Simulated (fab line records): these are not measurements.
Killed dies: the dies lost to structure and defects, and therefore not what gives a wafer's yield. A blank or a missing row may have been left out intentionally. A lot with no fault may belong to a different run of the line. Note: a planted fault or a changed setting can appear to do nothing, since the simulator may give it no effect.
fab line records / flow sky130 / part 2 of 2: steps 28 to 36 of 36
record lots=5 wafers=15 last_day=51
route steps=708 shown CONTACT@425 METAL1@434 VIA1@458
lots untouched by any fault: they come from a run of this same line in which no faults occurred
start_h: hours from the record's opening day to when the first of the lot's shown wafers began / wait_h: how many hours have passed since the lot's step before this one / " the same as in the row above / L1.1+2: one row covering several wafers at once / - no value present, or no start provided / * or withheld: withheld / < > ~ a bound
route shown NAME@n: names a module that has steps shown in the file, with the first one's number in the route / usual: mean/standard deviation taken from wafers without a fault / same: alike in all rows / chamber/n: place in a boat / sites: the reading at each site / _std_site: their standard deviation / _edge_site: mean of outer sites minus mean of inner sites / radius_mm: for every site, how far away it sits from the centre of the wafer / mask NAME#n: copy n / behind: the tool/chamber that last shaped the wafer / hold: cause of the lot's hold/its duration in hours/its outcome / device: names the non-switching transistor (n, p or np) / end of line: the tests these same wafers got at the end of their route / for a step that has no rows: nothing shown but its recipe / killed: the dies lost at the first sort to structure and to defects; this is not the yield of the wafer / map: a wafer's dies, x killed, . not, _ none there
set.NAME: setting as actually run; set.NAME@STEP: the setting as run at that earlier step / model.NAME: the simulator's own value behind a step, which no gauge read
lots at selected steps of the route; one table per step, one row per wafer
services: the hour from which a tool's chamber was out of use, counted from the record's first day as start_h (under 0 if before that day), plus the number of hours and why
## steps
# step SKY_METAL1_ETCH_18
# recipe chemistry=N2/H2 target=BARC ion_energy_ev=200 bias_w=100 pressure_mtorr=30 n2_flow_sccm=100 h2_flow_sccm=200 icp_w=500 stop_on=SiO2 time_s=45.9 target_depth_a=600
# usual bias_w=100.0/0.3 drypump_motor_current_A=5.5/0.38 oes_product_au=0.855/0.0049 throttle_valve_pct=13.225/0.0082
lot.wafer=L080.3 tool=rie_metal-01 chamber=0 start_h=832.51 wait_h=0.0 bias_w=100.6 drypump_motor_current_A=5.9 oes_product_au=0.856 rf_hours_counter_h=- throttle_valve_pct=13.235
lot.wafer=L080.4 tool=rie_metal-01 chamber=1 start_h=832.51 wait_h=0.0 bias_w=99.8 drypump_motor_current_A=5.4 oes_product_au=0.864 rf_hours_counter_h=- throttle_valve_pct=13.232
lot.wafer=L080.6 tool=rie_metal-01 chamber=1 start_h=832.51 wait_h=0.0 bias_w=100.2 drypump_motor_current_A=5.3 oes_product_au=0.857 rf_hours_counter_h=- throttle_valve_pct=13.243
lot.wafer=L083.1 tool=rie_metal-04 chamber=0 start_h=848.58 wait_h=0.0 bias_w=100.5 drypump_motor_current_A=6.3 oes_product_au=0.855 rf_hours_counter_h=10 throttle_valve_pct=13.220
lot.wafer=L083.3 tool=rie_metal-04 chamber=0 start_h=848.58 wait_h=0.0 bias_w=100.3 drypump_motor_current_A=6.3 oes_product_au=0.856 rf_hours_counter_h=- throttle_valve_pct=13.225
lot.wafer=L083.5 tool=rie_metal-04 chamber=0 start_h=848.58 wait_h=0.0 bias_w=100.0 drypump_motor_current_A=6.3 oes_product_au=0.854 rf_hours_counter_h=- throttle_valve_pct=13.221
lot.wafer=L086.2 tool=rie_metal-01 chamber=0 start_h=887.59 wait_h=0.0 bias_w=100.1 drypump_motor_current_A=5.9 oes_product_au=0.851 rf_hours_counter_h=1 throttle_valve_pct=13.225
lot.wafer=L086.4 tool=rie_metal-01 chamber=0 start_h=887.59 wait_h=0.0 bias_w=100.1 drypump_motor_current_A=5.9 oes_product_au=0.851 rf_hours_counter_h=- throttle_valve_pct=13.219
lot.wafer=L086.5 tool=rie_metal-01 chamber=0 start_h=887.59 wait_h=0.0 bias_w=100.2 drypump_motor_current_A=5.9 oes_product_au=0.851 rf_hours_counter_h=- throttle_valve_pct=13.210
lot.wafer=L096.1 tool=rie_metal-01 chamber=0 start_h=946.87 wait_h=0.0 bias_w=100.4 drypump_motor_current_A=5.9 oes_product_au=0.846 rf_hours_counter_h=4 throttle_valve_pct=13.221
lot.wafer=L096.3 tool=rie_metal-01 chamber=0 start_h=946.87 wait_h=0.0 bias_w=100.2 drypump_motor_current_A=5.9 oes_product_au=0.855 rf_hours_counter_h=- throttle_valve_pct=13.224
lot.wafer=L096.4 tool=rie_metal-01 chamber=1 start_h=946.87 wait_h=0.0 bias_w=99.9 drypump_motor_current_A=5.4 oes_product_au=0.849 rf_hours_counter_h=- throttle_valve_pct=13.238
lot.wafer=L097.1 tool=rie_metal-04 chamber=0 start_h=950.94 wait_h=0.0 bias_w=100.2 drypump_motor_current_A=6.3 oes_product_au=0.857 rf_hours_counter_h=14 throttle_valve_pct=13.215
lot.wafer=L097.2 tool=rie_metal-04 chamber=1 start_h=950.94 wait_h=0.0 bias_w=100.0 drypump_motor_current_A=5.5 oes_product_au=0.854 rf_hours_counter_h=9 throttle_valve_pct=13.228
lot.wafer=L097.3 tool=rie_metal-04 chamber=1 start_h=950.94 wait_h=0.0 bias_w=99.8 drypump_motor_current_A=5.5 oes_product_au=0.851 rf_hours_counter_h=- throttle_valve_pct=13.222
# step SKY_METAL1_METAL_ETCH_19
# recipe target_depth_a=3600 stop_on=SiO2 over_etch_frac=0.3 time_s=78 chemistry=Cl2/BCl3 resist_sidewall_deg=88 pressure_mtorr=10 icp_w=900 bias_w=48.5 Cl2_flow_sccm=60 bcl3_flow_sccm=30
# usual bias_w=48.50/0.14 drypump_motor_current_A=5.5/0.37 oes_product_au=0.855/0.0051 throttle_valve_pct=22.264/0.0087
# same over_etch_frac=0.3
lot.wafer=L080.3 tool=rie_metal-01 chamber=0 start_h=832.58 wait_h=0.1 bias_w=48.41 drypump_motor_current_A=5.9 oes_product_au=0.853 rf_hours_counter_h=- throttle_valve_pct=22.262
lot.wafer=L080.4 tool=rie_metal-01 chamber=1 start_h=832.58 wait_h=0.1 bias_w=48.47 drypump_motor_current_A=5.3 oes_product_au=0.853 rf_hours_counter_h=- throttle_valve_pct=22.261
lot.wafer=L080.6 tool=rie_metal-01 chamber=1 start_h=832.58 wait_h=0.1 bias_w=48.39 drypump_motor_current_A=5.4 oes_product_au=0.864 rf_hours_counter_h=- throttle_valve_pct=22.278
lot.wafer=L083.1 tool=rie_metal-04 chamber=0 start_h=848.66 wait_h=0.1 bias_w=48.34 drypump_motor_current_A=6.3 oes_product_au=0.851 rf_hours_counter_h=10 throttle_valve_pct=22.264
lot.wafer=L083.3 tool=rie_metal-04 chamber=0 start_h=848.66 wait_h=0.1 bias_w=48.20 drypump_motor_current_A=6.3 oes_product_au=0.845 rf_hours_counter_h=- throttle_valve_pct=22.269
lot.wafer=L083.5 tool=rie_metal-04 chamber=0 start_h=848.66 wait_h=0.1 bias_w=48.20 drypump_motor_current_A=6.3 oes_product_au=0.855 rf_hours_counter_h=- throttle_valve_pct=22.272
lot.wafer=L086.2 tool=rie_metal-01 chamber=0 start_h=887.65 wait_h=0.0 bias_w=48.65 drypump_motor_current_A=5.9 oes_product_au=0.852 rf_hours_counter_h=1 throttle_valve_pct=22.261
lot.wafer=L086.4 tool=rie_metal-01 chamber=0 start_h=887.65 wait_h=0.0 bias_w=48.65 drypump_motor_current_A=5.9 oes_product_au=0.856 rf_hours_counter_h=- throttle_valve_pct=22.263
lot.wafer=L086.5 tool=rie_metal-01 chamber=0 start_h=887.65 wait_h=0.0 bias_w=48.69 drypump_motor_current_A=5.9 oes_product_au=0.862 rf_hours_counter_h=- throttle_valve_pct=22.280
lot.wafer=L096.1 tool=rie_metal-01 chamber=0 start_h=946.93 wait_h=0.0 bias_w=48.64 drypump_motor_current_A=5.9 oes_product_au=0.856 rf_hours_counter_h=4 throttle_valve_pct=22.262
lot.wafer=L096.3 tool=rie_metal-01 chamber=0 start_h=946.93 wait_h=0.0 bias_w=48.47 drypump_motor_current_A=5.9 oes_product_au=0.843 rf_hours_counter_h=- throttle_valve_pct=22.261
lot.wafer=L096.4 tool=rie_metal-01 chamber=1 start_h=946.93 wait_h=0.0 bias_w=48.67 drypump_motor_current_A=5.4 oes_product_au=0.854 rf_hours_counter_h=- throttle_valve_pct=22.279
lot.wafer=L097.1 tool=rie_metal-04 chamber=0 start_h=951.01 wait_h=0.0 bias_w=48.65 drypump_motor_current_A=6.3 oes_product_au=0.850 rf_hours_counter_h=14 throttle_valve_pct=22.261
lot.wafer=L097.2 tool=rie_metal-04 chamber=1 start_h=951.01 wait_h=0.0 bias_w=48.49 drypump_motor_current_A=5.6 oes_product_au=0.850 rf_hours_counter_h=9 throttle_valve_pct=22.270
lot.wafer=L097.3 tool=rie_metal-04 chamber=1 start_h=951.01 wait_h=0.0 bias_w=48.46 drypump_motor_current_A=5.6 oes_product_au=0.858 rf_hours_counter_h=- throttle_valve_pct=22.259
# step SKY_METAL1_STRIP_20
# recipe chemistry=O2/N2 power_w=1400 pressure_mtorr=1500 platen_temp_c=withheld o2_flow_sccm=3000 n2_flow_sccm=300 overash_fraction=0.5
# usual drypump_motor_current_A=5.9/0.3 oes_product_au=0.342/0.0051 strip_time_to_endpoint_s=2.68/0.047
lot.wafer=L080.3 tool=plasma_asher-04 chamber=1 start_h=832.68 wait_h=0.1 drypump_motor_current_A=5.7 oes_product_au=0.345 rf_hours_counter_h=- strip_time_to_endpoint_s=2.69
lot.wafer=L080.4 tool=plasma_asher-04 chamber=0 start_h=832.68 wait_h=0.1 drypump_motor_current_A=6.2 oes_product_au=0.350 rf_hours_counter_h=- strip_time_to_endpoint_s=2.81
lot.wafer=L080.6 tool=plasma_asher-04 chamber=1 start_h=832.68 wait_h=0.1 drypump_motor_current_A=5.7 oes_product_au=0.346 rf_hours_counter_h=- strip_time_to_endpoint_s=2.78
lot.wafer=L083.1 tool=plasma_asher-02 chamber=0 start_h=848.78 wait_h=0.1 drypump_motor_current_A=5.7 oes_product_au=0.346 rf_hours_counter_h=66 strip_time_to_endpoint_s=2.73
lot.wafer=L083.3 tool=plasma_asher-02 chamber=1 start_h=848.78 wait_h=0.1 drypump_motor_current_A=6.4 oes_product_au=0.332 rf_hours_counter_h=- strip_time_to_endpoint_s=2.72
lot.wafer=L083.5 tool=plasma_asher-02 chamber=0 start_h=848.78 wait_h=0.1 drypump_motor_current_A=5.7 oes_product_au=0.341 rf_hours_counter_h=- strip_time_to_endpoint_s=2.71
lot.wafer=L086.2 tool=plasma_asher-02 chamber=0 start_h=887.74 wait_h=0.1 drypump_motor_current_A=5.7 oes_product_au=0.345 rf_hours_counter_h=70 strip_time_to_endpoint_s=2.67
lot.wafer=L086.4 tool=plasma_asher-02 chamber=1 start_h=887.74 wait_h=0.1 drypump_motor_current_A=6.3 oes_product_au=0.343 rf_hours_counter_h=- strip_time_to_endpoint_s=2.66
lot.wafer=L086.5 tool=plasma_asher-02 chamber=0 start_h=887.74 wait_h=0.1 drypump_motor_current_A=5.7 oes_product_au=0.336 rf_hours_counter_h=- strip_time_to_endpoint_s=2.63
lot.wafer=L096.1 tool=plasma_asher-02 chamber=0 start_h=947.02 wait_h=0.1 drypump_motor_current_A=5.7 oes_product_au=0.344 rf_hours_counter_h=76 strip_time_to_endpoint_s=2.65
lot.wafer=L096.3 tool=plasma_asher-02 chamber=0 start_h=947.02 wait_h=0.1 drypump_motor_current_A=5.7 oes_product_au=0.334 rf_hours_counter_h=- strip_time_to_endpoint_s=2.67
lot.wafer=L096.4 tool=plasma_asher-02 chamber=1 start_h=947.02 wait_h=0.1 drypump_motor_current_A=6.3 oes_product_au=0.338 rf_hours_counter_h=- strip_time_to_endpoint_s=2.69
lot.wafer=L097.1 tool=plasma_asher-02 chamber=1 start_h=951.10 wait_h=0.1 drypump_motor_current_A=6.4 oes_product_au=0.343 rf_hours_counter_h=77 strip_time_to_endpoint_s=2.74
lot.wafer=L097.2 tool=plasma_asher-02 chamber=0 start_h=951.10 wait_h=0.1 drypump_motor_current_A=5.7 oes_product_au=0.340 rf_hours_counter_h=77 strip_time_to_endpoint_s=2.69
lot.wafer=L097.3 tool=plasma_asher-02 chamber=0 start_h=951.10 wait_h=0.1 drypump_motor_current_A=5.6 oes_product_au=0.336 rf_hours_counter_h=- strip_time_to_endpoint_s=2.69
# step SKY_METAL1_STRIP_21
# recipe chemistry=post_etch_residue_remover time_s=1200 temp_c=72.5
lot.wafer=L080.3+4+6 tool=wet_bench-03 chamber=1 start_h=832.74 wait_h=0.0
lot.wafer=L083.1+3+5 tool=wet_bench-01 chamber=1 start_h=848.88 wait_h=0.1
lot.wafer=L086.2+4+5 tool=wet_bench-04 chamber=2 start_h=887.84 wait_h=0.1
lot.wafer=L096.1+3+4 tool=wet_bench-04 chamber=1 start_h=947.12 wait_h=0.1
lot.wafer=L097.1+2+3 tool=wet_bench-04 chamber=1 start_h=951.20 wait_h=0.1
# step SKY_METAL1_CLEAN_22
# recipe chemistry=IPA time_s=180 temp_c=25
lot.wafer=L080.3+4+6 tool=wet_bench-01 chamber=3 start_h=833.12 wait_h=0.0
lot.wafer=L083.1+3+5 tool=wet_bench-03 chamber=1 start_h=849.22 wait_h=0.0
lot.wafer=L086.2+4+5 tool=wet_bench-01 chamber=1 start_h=888.19 wait_h=0.0
lot.wafer=L096.1+3+4 tool=wet_bench-01 chamber=1 start_h=947.81 wait_h=0.0
lot.wafer=L097.1+2+3 tool=wet_bench-01 chamber=2 start_h=951.54 wait_h=0.0
# step SKY_METAL1_CLEAN_23
# recipe chemistry=O3/DIW dry=n2_spin
lot.wafer=L080.3+4+6 tool=wet_bench-03 chamber=1 start_h=833.18 wait_h=0.0
lot.wafer=L083.1+3+5 tool=wet_bench-04 chamber=1 start_h=849.28 wait_h=0.0
lot.wafer=L086.2+4+5 tool=wet_bench-04 chamber=3 start_h=888.24 wait_h=0.0
lot.wafer=L096.1+3+4 tool=wet_bench-04 chamber=1 start_h=947.86 wait_h=0.0
lot.wafer=L097.1+2+3 tool=wet_bench-04 chamber=2 start_h=951.60 wait_h=0.0
# step SKY_VIA1_HDPCVD_00
# recipe material=SiO2 target_thk_nm=1030 sigma_open_frac=0.3 time_s=171.7 temp_c=400 sih4_flow_sccm=61.11 pressure_mtorr=6
lot.wafer=L080.3+4+6 tool=hdpcvd-02 chamber=1,1,2 start_h=833.30 wait_h=0.0
lot.wafer=L083.1+3+5 tool=hdpcvd-01 chamber=1,2,1 start_h=849.37 wait_h=0.0
lot.wafer=L086.2+4+5 tool=hdpcvd-01 chamber=1,2,1 start_h=888.34 wait_h=0.0
lot.wafer=L096.1+3+4 tool=hdpcvd-02 chamber=1,2,1 start_h=948.05 wait_h=0.0
lot.wafer=L097.1+2+3 tool=hdpcvd-01 chamber=1,2,0 start_h=951.69 wait_h=0.0
# step SKY_VIA1_THK_MEAS_01
# recipe reads=SiO2_of_VIA1_HDPCVD_00
# usual VIA1_HDPCVD_THK=1047/10
lot.wafer=L080.3 tool=film_metro-03 chamber=- start_h=833.43 wait_h=0.1 VIA1_HDPCVD_THK[nm]=1056
lot.wafer=L080.4 tool=film_metro-03 chamber=- start_h=833.43 wait_h=0.1 VIA1_HDPCVD_THK[nm]=1041
lot.wafer=L080.6 tool=film_metro-03 chamber=- start_h=833.43 wait_h=0.1 VIA1_HDPCVD_THK[nm]=1051
lot.wafer=L083.1 tool=film_metro-03 chamber=- start_h=849.49 wait_h=0.1 VIA1_HDPCVD_THK[nm]=1043
lot.wafer=L083.3 tool=film_metro-03 chamber=- start_h=849.49 wait_h=0.1 VIA1_HDPCVD_THK[nm]=1047
lot.wafer=L083.5 tool=film_metro-03 chamber=- start_h=849.49 wait_h=0.1 VIA1_HDPCVD_THK[nm]=1039
lot.wafer=L086.2 tool=film_metro-04 chamber=- start_h=888.46 wait_h=0.1 VIA1_HDPCVD_THK[nm]=1045
lot.wafer=L086.4 tool=film_metro-04 chamber=- start_h=888.46 wait_h=0.1 VIA1_HDPCVD_THK[nm]=1050
lot.wafer=L086.5 tool=film_metro-04 chamber=- start_h=888.46 wait_h=0.1 VIA1_HDPCVD_THK[nm]=1057
lot.wafer=L096.1 tool=film_metro-02 chamber=- start_h=948.16 wait_h=0.1 VIA1_HDPCVD_THK[nm]=1048
lot.wafer=L096.3 tool=film_metro-02 chamber=- start_h=948.16 wait_h=0.1 VIA1_HDPCVD_THK[nm]=1039
lot.wafer=L096.4 tool=film_metro-02 chamber=- start_h=948.16 wait_h=0.1 VIA1_HDPCVD_THK[nm]=1032
lot.wafer=L097.1 tool=film_metro-03 chamber=- start_h=951.80 wait_h=0.1 VIA1_HDPCVD_THK[nm]=1046
lot.wafer=L097.2 tool=film_metro-03 chamber=- start_h=951.80 wait_h=0.1 VIA1_HDPCVD_THK[nm]=1049
lot.wafer=L097.3 tool=film_metro-03 chamber=- start_h=951.80 wait_h=0.1 VIA1_HDPCVD_THK[nm]=1046
# step SKY_VIA1_CMP_02
# recipe material=SiO2 down_force_psi=4 platen_rpm=60 pad_velocity_m_s=0.94248
# usual motor_current_A=12.6/1.4
lot.wafer=L080.4 tool=cmp-01 chamber=2 start_h=833.52 wait_h=0.1 motor_current_A=11.6
lot.wafer=L080.3 tool=cmp-01 chamber=3 start_h=833.52 wait_h=0.1 motor_current_A=11.6
lot.wafer=L080.6 tool=cmp-01 chamber=1 start_h=833.52 wait_h=0.1 motor_current_A=14.6
lot.wafer=L083.3 tool=cmp-01 chamber=3 start_h=849.60 wait_h=0.1 motor_current_A=10.6
lot.wafer=L083.1 tool=cmp-01 chamber=1 start_h=849.60 wait_h=0.1 motor_current_A=14.5
lot.wafer=L083.5 tool=cmp-01 chamber=2 start_h=849.60 wait_h=0.1 motor_current_A=11.7
lot.wafer=L086.4 tool=cmp-01 chamber=2 start_h=888.51 wait_h=0.0 motor_current_A=10.6
lot.wafer=L086.2 tool=cmp-01 chamber=1 start_h=888.51 wait_h=0.0 motor_current_A=14.4
lot.wafer=L086.5 tool=cmp-01 chamber=2 start_h=888.51 wait_h=0.0 motor_current_A=11.2
lot.wafer=L096.1 tool=cmp-02 chamber=3 start_h=948.27 wait_h=0.1 motor_current_A=10.5
lot.wafer=L096.3 tool=cmp-02 chamber=0 start_h=948.27 wait_h=0.1 motor_current_A=13.1
lot.wafer=L096.4 tool=cmp-02 chamber=1 start_h=948.27 wait_h=0.1 motor_current_A=13.1
lot.wafer=L097.2 tool=cmp-01 chamber=0 start_h=951.96 wait_h=0.1 motor_current_A=13.0
lot.wafer=L097.3 tool=cmp-01 chamber=2 start_h=951.96 wait_h=0.1 motor_current_A=11.1
lot.wafer=L097.1 tool=cmp-01 chamber=3 start_h=951.96 wait_h=0.1 motor_current_A=12.0
## services
tool=krf_scanner-02 chamber=- start_h=782.19 hours=1.0 kind=pm
tool=cmp-02 chamber=- start_h=792.21 hours=2.7 kind=pm
tool=plasma_asher-02 chamber=- start_h=802.50 hours=4.5 kind=repair
tool=rie_metal-04 chamber=- start_h=804.12 hours=1.2 kind=repair
tool=cmp-01 chamber=- start_h=824.00 hours=2.6 kind=repair
tool=krf_scanner-02 chamber=- start_h=832.55 hours=0.2 kind=repair
tool=krf_scanner-02 chamber=- start_h=844.94 hours=3.6 kind=pm
tool=cmp-02 chamber=- start_h=847.37 hours=3.4 kind=repair
tool=pvd_sputter-03 chamber=- start_h=853.55 hours=1.8 kind=repair
tool=krf_scanner-02 chamber=- start_h=858.76 hours=0.8 kind=pm
tool=cmp-02 chamber=- start_h=868.86 hours=7.6 kind=pm
tool=cmp-01 chamber=- start_h=870.98 hours=2.0 kind=repair
tool=krf_scanner-02 chamber=- start_h=879.15 hours=0.2 kind=repair
tool=plasma_asher-02 chamber=- start_h=882.30 hours=0.4 kind=repair
tool=rie_metal-04 chamber=- start_h=888.27 hours=0.5 kind=repair
tool=cvd_w-02 chamber=- start_h=905.11 hours=0.5 kind=repair
tool=cmp-02 chamber=- start_h=912.11 hours=4.0 kind=pm
tool=krf_scanner-02 chamber=- start_h=922.04 hours=2.1 kind=repair
tool=cmp-01 chamber=- start_h=928.40 hours=1.4 kind=repair
tool=cmp-02 chamber=- start_h=928.72 hours=2.0 kind=repair
tool=cmp-01 chamber=- start_h=929.55 hours=0.9 kind=repair
tool=krf_scanner-02 chamber=- start_h=936.10 hours=1.3 kind=pm
tool=cvd_w-02 chamber=- start_h=949.71 hours=6.9 kind=pm
tool=pvd_sputter-03 chamber=- start_h=950.54 hours=4.1 kind=repair
